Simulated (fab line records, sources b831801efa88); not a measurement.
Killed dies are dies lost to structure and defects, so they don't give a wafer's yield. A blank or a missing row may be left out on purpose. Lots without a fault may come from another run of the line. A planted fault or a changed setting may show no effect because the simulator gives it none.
fab line records | flow sky130
record lots=7 wafers=21 last_day=50
route steps=708 shown POLY_GATE@234 LDD_N@237 LDD_P@255 PAD_OPEN@708
lots that met no fault: from a run of the same line without faults
start_h: hours from the record's first day to the start of the lot's first wafer shown | wait_h: hours since the lot's step before | " the same as in the row above | L1.1+2: a row that stands for several wafers | - no value, or no start given | * or withheld: withheld | < > ~ a bound
route shown NAME@n: a module of which the file shows steps, and the number in the route of the first | usual: mean/standard deviation of fault-free wafers | same: alike in all rows | chamber/n: place in a boat | sites: the reading at each site | _std_site: their standard deviation | _edge_site: outer sites' mean less inner sites' | radius_mm: how far each site lies from the wafer's centre | mask NAME#n: copy n | behind: the tool/chamber that last shaped the wafer | hold: why the lot was held/for how many hours/how that ended | device: the transistor (n, p or np) that didn't switch | end of line: the same wafers' tests at the end of the route | a step without rows: its recipe alone | killed: dies lost to structure and defects at the first sort, not the wafer's yield | map: a wafer's dies, x killed, . not, _ none there
set.NAME: the setting as run; set.NAME@STEP: as run at that earlier step | model.NAME: the simulator's own value behind a step, which no gauge read
lots at some steps of the route; a table a step, a row a wafer
services: from which hour (start_h, from the record's first day; less than 0 if before it) a tool's chamber was out of use, for how many hours, and why
## steps
# step SKY_POLY_GATE_OXIDATION_20
# recipe temp_c=850 ambient=O2 stabilise_s=600 purge_s=300 target_thk_a=40 ox_time_s=899
# step SKY_POLY_GATE_THK_MEAS_21
# recipe reads=SiO2_of_POLY_GATE_OXIDATION_20
# usual POLY_GATE_OXIDATION_THK=4.00/0.084
# columns lot.wafer tool chamber start_h wait_h POLY_GATE_OXIDATION_THK[nm]
L916.4 film_metro-01 - 400.94 0.0 3.97
L916.5 " - " " 3.97
L916.6 " - " " 4.00
L920.1 film_metro-04 - 435.79 0.0 4.02
L920.3 " - " " 4.01
L920.6 " - " " 4.05
L926.3 film_metro-02 - 492.40 0.0 3.90
L926.5 " - " " 3.80
L926.6 " - " " 3.90
L927.2 film_metro-04 - 505.88 0.0 4.06
L927.4 " - " " 4.10
L927.6 " - " " 4.08
L929.1 film_metro-02 - 514.40 0.0 3.95
L929.2 " - " " 3.91
L929.6 " - " " 3.83
L930.1 film_metro-04 - 516.15 0.0 3.92
L930.2 " - " " 3.93
L930.3 " - " " 3.91
L935.2 film_metro-01 - 551.30 0.0 4.02
L935.5 " - " " 3.99
L935.6 " - " " 4.09
# step SKY_POLY_GATE_CD_MEAS_22
# usual cd_nm=149.9/2.2
# columns lot.wafer tool chamber start_h wait_h cd_nm
L916.4 cd_sem-01 - 401.05 0.1 147.1
L916.5 " - " " 152.7
L916.6 " - " " 148.6
L920.1 cd_sem-02 - 435.93 0.1 146.5
L920.3 " - " " 145.4
L920.6 " - " " 148.1
L926.3 cd_sem-01 - 492.50 0.1 150.7
L926.5 " - " " 147.2
L926.6 " - " " 151.4
L927.2 cd_sem-01 - 505.97 0.1 147.4
L927.4 " - " " 146.7
L927.6 " - " " 151.3
L929.1 cd_sem-02 - 514.46 0.1 146.9
L929.2 " - " " 150.6
L929.6 " - " " 149.1
L930.1 cd_sem-01 - 516.21 0.1 154.3
L930.2 " - " " 150.2
L930.3 " - " " 151.3
L935.2 cd_sem-01 - 551.38 0.1 146.7
L935.5 " - " " 152.4
L935.6 " - " " 151.3
# step SKY_LDD_N_DEHYDRATE_00
# recipe temp_c=200 time_s=60
# step SKY_LDD_N_HMDS_01
# recipe prime_time_s=60 prime_temp_c=120
# step SKY_LDD_N_COAT_02
# recipe resist=NOVOLAK spin_rpm=3000 resist_thk_nm=300
# step SKY_LDD_N_SOFTBAKE_03
# recipe temp_c=90 time_s=60 resist=NOVOLAK
# step SKY_LDD_N_EXPOSE_04
# recipe mask_id=NTM target_cd_nm=840 na=0.6 source_shape=conventional sigma_outer=0.6 dose_mj=110
# step SKY_LDD_N_PEB_05
# recipe temp_c=withheld time_s=* resist=NOVOLAK
# step SKY_LDD_N_DEVELOP_06
# recipe develop_time_s=60 dev_temp_c=23
# step SKY_LDD_N_OVL_MEAS_07
# usual LDD_N_OVL=-0.4/1.2
# columns lot.wafer tool chamber start_h wait_h LDD_N_OVL[nm]
L916.4 overlay-01 - 430.49 0.1 2.0
L916.5 " - " " 1.3
L916.6 " - " " 2.3
L920.1 overlay-02 - 466.51 0.1 -0.4
L920.3 " - " " -0.6
L920.6 " - " " -1.6
L926.3 overlay-01 - 522.13 0.1 0.0
L926.5 " - " " -1.6
L926.6 " - " " 1.1
L927.2 overlay-02 - 536.27 0.1 -1.7
L927.4 " - " " -0.8
L927.6 " - " " -1.0
L929.1 overlay-02 - 544.71 0.1 -1.3
L929.2 " - " " -1.3
L929.6 " - " " -1.0
L930.1 overlay-01 - 546.31 0.1 0.7
L930.2 " - " " 0.8
L930.3 " - " " 0.3
L935.2 overlay-02 - 580.17 0.1 -1.0
L935.5 " - " " -0.6
L935.6 " - " " -0.4
# step SKY_LDD_N_IMPLANT_08
# recipe species=As energy_kev=20 dose_cm2=7.5e+13 tilt_deg=withheld rotation_deg=23
# step SKY_LDD_N_IMPLANT_09
# recipe species=As energy_kev=20 dose_cm2=7.5e+13 tilt_deg=withheld rotation_deg=113
# usual dose_ions_cm2=7.499e+13/8.9e+10 faraday_current_uA=423/7.8
# columns lot.wafer tool chamber start_h wait_h dose_ions_cm2 faraday_current_uA
L916.4 implanter-03 0 430.73 0.1 7.504e+13 421
L916.5 " 0 " " 7.497e+13 420
L916.6 " 0 " " 7.507e+13 436
L920.1 implanter-04 0 466.70 0.1 7.502e+13 428
L920.3 " 0 " " 7.493e+13 421
L920.6 " 0 " " 7.505e+13 426
L926.3 implanter-03 0 522.35 0.1 7.499e+13 426
L926.5 " 0 " " 7.502e+13 435
L926.6 " 0 " " 7.496e+13 414
L927.2 implanter-04 0 536.47 0.1 7.52e+12 42
L927.4 " 0 " " 7.45e+12 42
L927.6 " 0 " " 7.42e+12 43
L929.1 implanter-04 0 545.20 0.1 7.46e+12 41
L929.2 " 0 " " 7.55e+12 44
L929.6 " 0 " " 7.52e+12 42
L930.1 implanter-04 0 546.50 0.1 7.43e+12 42
L930.2 " 0 " " 7.46e+12 44
L930.3 " 0 " " 7.47e+12 41
L935.2 implanter-03 0 580.37 0.1 7.497e+13 426
L935.5 " 0 " " 7.505e+13 420
L935.6 " 0 " " 7.497e+13 421
# step SKY_LDD_N_IMPLANT_10
# recipe species=As energy_kev=20 dose_cm2=7.5e+13 tilt_deg=withheld rotation_deg=203
# step SKY_LDD_N_IMPLANT_11
# recipe species=As energy_kev=20 dose_cm2=7.5e+13 tilt_deg=withheld rotation_deg=293
# step SKY_LDD_N_IMPLANT_12
# recipe species=BF2 energy_kev=50 dose_cm2=5e+12 tilt_deg=30 rotation_deg=0
# step SKY_LDD_N_IMPLANT_13
# recipe species=BF2 energy_kev=50 dose_cm2=5e+12 tilt_deg=30 rotation_deg=90
# step SKY_LDD_N_IMPLANT_14
# recipe species=BF2 energy_kev=50 dose_cm2=5e+12 tilt_deg=30 rotation_deg=180
# step SKY_LDD_N_IMPLANT_15
# recipe species=BF2 energy_kev=50 dose_cm2=5e+12 tilt_deg=30 rotation_deg=270
# step SKY_LDD_N_STRIP_16
# recipe chemistry=O2/N2 power_w=1400 pressure_mtorr=1500 platen_temp_c=withheld o2_flow_sccm=3000 n2_flow_sccm=300 overash_fraction=0.5
# usual drypump_motor_current_A=6.02/0.23 n2_flow_sccm=300.1/0.9 oes_product_au=0.406/0.0052 strip_time_to_endpoint_s=4.305/0.013
# same overash_fraction=0.5
# columns lot.wafer tool chamber start_h wait_h drypump_motor_current_A n2_flow_sccm oes_product_au rf_hours_counter_h strip_time_to_endpoint_s
L916.4 plasma_asher-03 0 431.74 0.1 6.19 299.7 0.401 - 4.290
L916.5 " 1 " " 5.90 300.3 0.409 - 4.292
L916.6 " 0 " " 6.16 298.0 0.398 - 4.303
L920.1 plasma_asher-03 0 467.75 0.1 6.16 299.8 0.411 32 4.313
L920.3 " 1 " " 5.98 299.6 0.416 - 4.330
L920.6 " 1 " " 5.97 301.2 0.412 - 4.330
L926.3 plasma_asher-03 0 523.38 0.1 6.15 299.4 0.407 - 4.291
L926.5 " 1 " " 5.93 299.6 0.404 - 4.302
L926.6 " 0 " " 6.15 299.4 0.417 - 4.319
L927.2 plasma_asher-02 1 537.50 0.1 5.53 300.7 0.401 81 4.157
L927.4 " 0 " " 6.38 301.3 0.406 - 4.152
L927.6 " 1 " " 5.53 301.0 0.406 - 4.113
L929.1 plasma_asher-02 1 546.25 0.1 5.52 300.4 0.406 82 4.131
L929.2 " 0 " " 6.37 301.7 0.408 82 4.152
L929.6 " 0 " " 6.36 301.1 0.407 - 4.156
L930.1 plasma_asher-02 0 547.55 0.1 6.38 300.9 0.401 82 4.164
L930.2 " 1 " " 5.55 300.6 0.401 82 4.155
L930.3 " 1 " " 5.53 300.0 0.402 - 4.147
L935.2 plasma_asher-03 1 581.40 0.1 5.89 300.6 0.409 43 4.320
L935.5 " 0 " " 6.18 299.5 0.404 - 4.304
L935.6 " 1 " " 5.93 300.0 0.402 - 4.299
# step SKY_LDD_N_TW_MEAS_17
# usual LDD_N_TW=2580/14
# columns lot.wafer tool chamber start_h wait_h LDD_N_TW
L916.4 film_metro-04 - 431.83 0.1 2562
L916.5 " - " " 2573
L916.6 " - " " 2576
L920.1 film_metro-04 - 467.85 0.1 2583
L920.3 " - " " 2597
L920.6 " - " " 2592
L926.3 film_metro-03 - 523.47 0.1 2580
L926.5 " - " " 2573
L926.6 " - " " 2567
L927.2 film_metro-03 - 537.61 0.1 2461
L927.4 " - " " 2467
L927.6 " - " " 2477
L929.1 film_metro-04 - 546.35 0.1 2455
L929.2 " - " " 2433
L929.6 " - " " 2440
L930.1 film_metro-04 - 547.65 0.1 2445
L930.2 " - " " 2444
L930.3 " - " " 2457
L935.2 film_metro-04 - 581.51 0.1 2573
L935.5 " - " " 2597
L935.6 " - " " 2594
# step SKY_LDD_P_DEHYDRATE_00
# recipe temp_c=200 time_s=60
# step SKY_PAD_OPEN_PROBE_99
# usual killed_at_M0_to_M3=43/7.6 killed_at_M4_up=2.8/1.9 killed_at_contacts=24/4.7 killed_at_front_end=16/4.4 killed_at_other=0.2/0.4 killed_dies=86/9.9 killed_open=47/8.2 killed_short=39/6.3
# same gross_dies=492 killed_at_back_side=0
# columns lot.wafer tool chamber start_h wait_h killed_at_M0_to_M3 killed_at_M4_up killed_at_contacts killed_at_front_end killed_at_other killed_dies killed_open killed_short model.etest.tip_n.rs_ohm_sq model.etest.nfet_01v8.r_on_ohm_um model.etest.nfet_01v8_swapped.drive_ua_um model.etest.nfet_01v8_swapped.vt_sat_v model.etest.nfet_01v8_lvt.vt_v model.etest.nfet_01v8_turned.vt_v
L916.4 prober-01 - 1095.28 0.2 44 2 22 12 1 81 45 36 445.2 837.1 497.7 0.6632 0.626 0.7082
L916.5 prober-01 - 1095.33 0.2 69 1 25 10 0 105 62 43 444.7 850.8 497 0.6606 0.6151 0.7053
L916.6 prober-01 - 1095.38 0.2 38 1 27 12 0 78 42 36 440.9 849.7 496.4 0.6607 0.6203 0.7076
L920.1 prober-01 - 1118.35 0.1 61 5 30 14 0 110 63 47 438.1 820.1 505.3 0.651 0.6185 0.7033
L920.3 prober-01 - 1118.45 0.2 57 1 18 18 0 94 58 36 435.5 835.1 497.8 0.6528 0.6182 0.711
L920.6 prober-01 - 1118.60 0.2 43 5 20 16 0 84 42 42 443.1 823 498.1 0.6506 0.6145 0.7055
L926.3 prober-02 - 1156.69 0.2 36 5 30 19 0 90 41 49 440.5 847.7 496.6 0.6542 0.6142 0.6993
L926.5 prober-02 - 1156.79 0.2 31 2 31 21 0 85 47 38 439 824.9 516.5 0.6441 0.6087 0.6945
L926.6 prober-02 - 1156.84 0.2 43 2 35 15 0 95 52 43 439.8 843.7 498.4 0.6507 0.6139 0.7035
L927.2 prober-01 - 1162.93 0.1 49 1 30 16 0 96 51 45 525.7 865.4 491.5 0.6696 0.6274 0.711
L927.4 prober-01 - 1163.03 0.2 37 9 23 17 0 86 47 39 528.6 850.7 497.3 0.6635 0.6201 0.7087
L927.6 prober-01 - 1163.13 0.2 38 1 26 18 0 83 41 42 527.1 871.6 479.7 0.676 0.63 0.7157
L929.1 prober-01 - 1170.57 0.1 46 1 27 15 0 89 48 41 524.7 876 476.6 0.6725 0.6271 0.715
L929.2 prober-01 - 1170.62 0.1 40 0 25 10 0 75 43 32 521.4 899.1 465.6 0.6816 0.6327 0.7214
L929.6 prober-01 - 1170.82 0.2 37 0 25 15 0 77 50 27 522.4 872.4 476.8 0.6704 0.6245 0.7166
L930.1 prober-02 - 1174.19 0.1 40 1 26 14 1 82 48 34 513.2 888.5 469.4 0.681 0.6278 0.7207
L930.2 prober-02 - 1174.24 0.1 51 1 19 16 0 87 51 36 519.7 896.8 462.9 0.6847 0.6361 0.72
L930.3 prober-02 - 1174.29 0.2 39 1 20 17 0 77 45 32 517.5 892.8 467.1 0.6809 0.6357 0.7221
L935.2 prober-01 - 1189.39 0.1 44 1 29 8 0 82 45 37 442.8 819.9 517.2 0.6358 0.6011 0.6879
L935.5 prober-01 - 1189.54 0.2 34 2 34 15 0 85 54 31 440.4 849 504.2 0.6531 0.6078 0.6981
L935.6 prober-01 - 1189.59 0.2 62 4 24 14 0 104 49 55 441.1 841.6 504.4 0.6535 0.6113 0.6978
# killed by level:class
L916.4 VIA1:geometric_particle:open=11 METAL2:geometric_particle:short=8 LI_CONTACT:geometric_particle:open=7 CONTACT:geometric_particle:open=6 VIA2:geometric_particle:open=6 VIA3:geometric_particle:open=5 CONTACT:geometric_particle:short=5 VIA1:geometric_particle:short=5
L916.5 VIA1:geometric_particle:open=17 VIA3:geometric_particle:open=13 METAL2:geometric_particle:short=11 VIA1:geometric_particle:short=8 CONTACT:geometric_particle:open=7 VIA2:geometric_particle:open=7 LI_CONTACT:geometric_particle:open=6 LOCAL_INTERCONNECT:geometric_particle:short=5
L916.6 VIA1:geometric_particle:open=11 VIA2:geometric_particle:open=8 LI_CONTACT:geometric_particle:open=7 CONTACT:geometric_particle:open=7 LI_CONTACT:geometric_particle:short=5 FIELD_ISO:geometric_particle:short=4 POLY_GATE:geometric_particle:open=4 LOCAL_INTERCONNECT:geometric_particle:short=4
L920.1 CONTACT:geometric_particle:open=13 VIA1:geometric_particle:open=13 VIA3:geometric_particle:open=13 VIA1:geometric_particle:short=8 LI_CONTACT:geometric_particle:open=7 VIA2:geometric_particle:open=6 METAL2:geometric_particle:short=5 CONTACT:geometric_particle:short=5
L920.3 VIA1:geometric_particle:open=14 CONTACT:geometric_particle:open=8 METAL1:geometric_particle:short=7 VIA2:geometric_particle:open=7 METAL2:geometric_particle:short=6 POLY_GATE:geometric_particle:open=6 VIA3:geometric_particle:open=6 FIELD_ISO:geometric_particle:open=5
L920.6 VIA1:geometric_particle:open=9 VIA2:geometric_particle:open=9 VIA3:geometric_particle:open=5 POLY_GATE:geometric_particle:open=5 LOCAL_INTERCONNECT:geometric_particle:short=5 METAL1:geometric_particle:short=5 METAL4:geometric_particle:short=5 FIELD_ISO:geometric_particle:short=4
L926.3 CONTACT:geometric_particle:open=9 METAL1:geometric_particle:short=9 LI_CONTACT:geometric_particle:open=8 POLY_GATE:geometric_particle:open=5 METAL2:geometric_particle:short=5 CONTACT:geometric_particle:short=5 FIELD_ISO:geometric_particle:short=4 VIA2:geometric_particle:open=4
L926.5 CONTACT:geometric_particle:open=12 FIELD_ISO:geometric_particle:open=7 LI_CONTACT:geometric_particle:open=7 VIA1:geometric_particle:open=6 VIA2:geometric_particle:open=5 FIELD_ISO:geometric_particle:short=4 METAL1:geometric_particle:short=4 LI_CONTACT:geometric_particle:short=4
L926.6 CONTACT:geometric_particle:open=16 VIA1:geometric_particle:open=9 CONTACT:geometric_particle:short=8 VIA2:geometric_particle:open=8 METAL1:geometric_particle:short=6 LI_CONTACT:geometric_particle:open=6 FIELD_ISO:geometric_particle:short=5 FIELD_ISO:geometric_particle:open=4
L927.2 LI_CONTACT:geometric_particle:open=10 VIA1:geometric_particle:open=9 VIA1:geometric_particle:short=8 CONTACT:geometric_particle:open=7 METAL1:geometric_particle:short=7 VIA2:geometric_particle:open=7 LOCAL_INTERCONNECT:geometric_particle:short=6 VIA3:geometric_particle:open=6
L927.4 CONTACT:geometric_particle:open=8 FIELD_ISO:geometric_particle:short=7 METAL4:geometric_particle:short=7 VIA1:geometric_particle:open=7 LI_CONTACT:geometric_particle:open=6 VIA1:geometric_particle:short=6 VIA2:geometric_particle:open=6 POLY_GATE:geometric_particle:open=5
L927.6 CONTACT:geometric_particle:open=10 CONTACT:geometric_particle:short=8 VIA2:geometric_particle:open=8 VIA1:geometric_particle:open=6 FIELD_ISO:geometric_particle:open=5 VIA1:geometric_particle:short=5 FIELD_ISO:geometric_particle:short=4 LI_CONTACT:geometric_particle:open=4
L929.1 VIA1:geometric_particle:open=10 CONTACT:geometric_particle:open=8 LI_CONTACT:geometric_particle:open=8 VIA3:geometric_particle:open=7 VIA1:geometric_particle:short=6 METAL1:geometric_particle:short=6 VIA2:geometric_particle:open=6 POLY_GATE:geometric_particle:short=5
L929.2 VIA1:geometric_particle:open=12 CONTACT:geometric_particle:open=8 LI_CONTACT:geometric_particle:open=7 METAL2:geometric_particle:short=7 METAL1:geometric_particle:short=6 FIELD_ISO:geometric_particle:short=4 LOCAL_INTERCONNECT:geometric_particle:short=4 VIA3:geometric_particle:open=4
L929.6 VIA1:geometric_particle:open=11 CONTACT:geometric_particle:open=10 LI_CONTACT:geometric_particle:open=8 VIA2:geometric_particle:open=7 POLY_GATE:geometric_particle:open=6 POLY_GATE:geometric_particle:short=6 VIA3:geometric_particle:open=5 CONTACT:geometric_particle:short=4
L930.1 METAL2:geometric_particle:short=9 CONTACT:geometric_particle:open=8 VIA2:geometric_particle:open=8 VIA1:geometric_particle:open=7 LI_CONTACT:geometric_particle:open=7 POLY_GATE:geometric_particle:open=5 LOCAL_INTERCONNECT:geometric_particle:short=5 FIELD_ISO:geometric_particle:open=4
L930.2 VIA1:geometric_particle:open=9 VIA2:geometric_particle:open=8 VIA1:geometric_particle:short=7 VIA3:geometric_particle:open=7 METAL1:geometric_particle:short=6 LOCAL_INTERCONNECT:geometric_particle:short=6 CONTACT:geometric_particle:open=6 FIELD_ISO:geometric_particle:open=5
L930.3 VIA1:geometric_particle:open=8 CONTACT:geometric_particle:open=7 LI_CONTACT:geometric_particle:open=6 VIA3:geometric_particle:open=6 VIA1:geometric_particle:short=6 METAL2:geometric_particle:short=6 POLY_GATE:geometric_particle:open=5 FIELD_ISO:geometric_particle:short=4
L935.2 CONTACT:geometric_particle:open=14 VIA1:geometric_particle:open=11 METAL2:geometric_particle:short=11 CONTACT:geometric_particle:short=5 VIA3:geometric_particle:open=5 LI_CONTACT:geometric_particle:open=4 LOCAL_INTERCONNECT:geometric_particle:short=4 METAL1:geometric_particle:short=4
L935.5 CONTACT:geometric_particle:open=11 VIA1:geometric_particle:open=11 LI_CONTACT:geometric_particle:open=8 FIELD_ISO:geometric_particle:open=7 CONTACT:geometric_particle:short=7 VIA3:geometric_particle:open=6 LOCAL_INTERCONNECT:geometric_particle:short=5 VIA2:geometric_particle:open=4
L935.6 VIA3:geometric_particle:open=11 METAL2:geometric_particle:short=11 VIA1:geometric_particle:open=10 CONTACT:geometric_particle:open=8 CONTACT:geometric_particle:short=6 METAL1:geometric_particle:short=6 VIA3:geometric_particle:short=5 VIA1:geometric_particle:short=5
## services
# columns tool chamber start_h hours kind
plasma_asher-02 - 406.87 28.1 pm
implanter-04 - 425.16 4.6 pm
plasma_asher-02 - 440.36 0.7 repair
plasma_asher-03 - 503.02 2.1 repair
plasma_asher-03 - 504.32 9.4 repair
plasma_asher-02 - 510.84 2.8 pm
implanter-03 - 523.35 3.8 pm
implanter-03 - 536.53 21.0 pm
plasma_asher-03 - 571.29 1.4 repair
## key
first_sign step=SKY_LDD_N_IMPLANT_09 reading=dose_ions_cm2 direction=down sigmas=99+ usual=* struck=*
effect step=SKY_LDD_N_IMPLANT_09 reading=faraday_current_uA direction=down sigmas=49 usual=423 struck=42
effect step=SKY_LDD_N_STRIP_16 reading=strip_time_to_endpoint_s direction=down sigmas=12 usual=* struck=*
effect step=SKY_LDD_N_TW_MEAS_17 reading=LDD_N_TW direction=down sigmas=9.2 usual=2580 struck=2453
model_effect step=SKY_PAD_OPEN_PROBE_99 value=etest.tip_n.rs_ohm_sq without=440.4 struck=522.3
met_at SKY_LDD_N_IMPLANT_09
struck_wafers L927.2,L927.4,L927.6,L929.1,L929.2,L929.6,L930.1,L930.2,L930.3
tester_left_out L927,L929,L930
onset_between 466.70 536.47
fault kind=process_parameter_drift tool=implanter-04 chamber=- onset_h=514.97 steps=SKY_LDD_N_IMPLANT_09 channel=dose_cm2 offset=* shape=step end_h=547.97 acts_in=* stated=*
# tester_left_out: of these lots the tester's yield and bins aren't shown, on N5 and GAA mostly nor the transistor test; their killed dies are dies lost to structure and defects alone, not to doping, threshold or leakage, so they don't give the yield
